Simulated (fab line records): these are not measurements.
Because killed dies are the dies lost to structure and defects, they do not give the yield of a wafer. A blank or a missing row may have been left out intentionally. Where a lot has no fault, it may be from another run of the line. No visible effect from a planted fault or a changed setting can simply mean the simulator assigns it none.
Chamber matching ; flow sky130 ; SKY_POLY_CUT_ETCH_10 on rie diel-03 has 4 sister chambers
The step etches BARC in N2/H2, stops on SiO2, time 45.9 s, target depth 60 nm. 14 wafers are shown with their chamber, then 7 later ones without.

## WAFERS PAIRED WITH THEIR CHAMBERS
wafer;chamber;drypump motor current A (A);oes product au (a.u.);throttle valve pct (%)
L270.1;2;5.65;0.859;13.233
L270.2;1;5.51;0.858;13.231
L270.3;0;5.97;0.855;13.228
L272.1;0;6.01;0.853;13.217
L272.4;1;5.54;0.860;13.198
L272.6;0;5.99;0.855;13.221
L274.2;3;5.80;0.852;13.236
L274.5;1;5.57;0.853;13.213
L274.6;2;5.69;0.857;13.226
L278.1;1;5.56;0.859;13.225
L278.2;0;6.01;0.855;13.217
L278.4;3;5.77;0.854;13.225
L279.2;2;5.66;0.853;13.234
L279.4;0;6.03;0.849;13.228

SIGNATURES, as means of the wafers listed above
reading;chamber 0;chamber 1;chamber 2;chamber 3;scatter within a chamber
drypump motor current A;6.0020;5.5450;5.6667;5.7850;0.0234
oes product au;0.85340;0.85750;0.85633;0.85300;0.00277
throttle valve pct;13.22220;13.21675;13.23100;13.23050;0.00926
Rule: a wafer's distance from a chamber is the root of the sum, over the readings, of the square of ((its reading less the chamber's mean) divided by the reading's scatter). If the next closest chamber is less than 2 further off than the closest, the wafer can't be placed; otherwise it belongs to the closest. The scatter: take each reading less its chamber's mean, square it, sum over the shown wafers, divide by the number of wafers less the number of chambers, and take the root.

## WAFERS WHOSE CHAMBER IS MISSING
wafer;drypump motor current A (A);oes product au (a.u.);throttle valve pct (%)
L279.5;6.02;0.855;13.234
L282.3;5.77;0.856;13.232
L282.4;6.02;0.861;13.229
L282.5;5.52;0.858;13.210
L291.1;5.51;0.854;13.227
L291.5;5.55;0.851;13.233
L291.6;5.67;0.859;13.231

## THE CHAMBER EACH PASSED THROUGH
wafer;from the rows above;in truth
L279.5;0;0
L282.3;3;3
L282.4;0;0
L282.5;1;1
L291.1;1;1
L291.5;1;1
L291.6;2;2
Correct placement for 7 of the 7. Not placeable from these rows: 0. 0 placed wrongly.
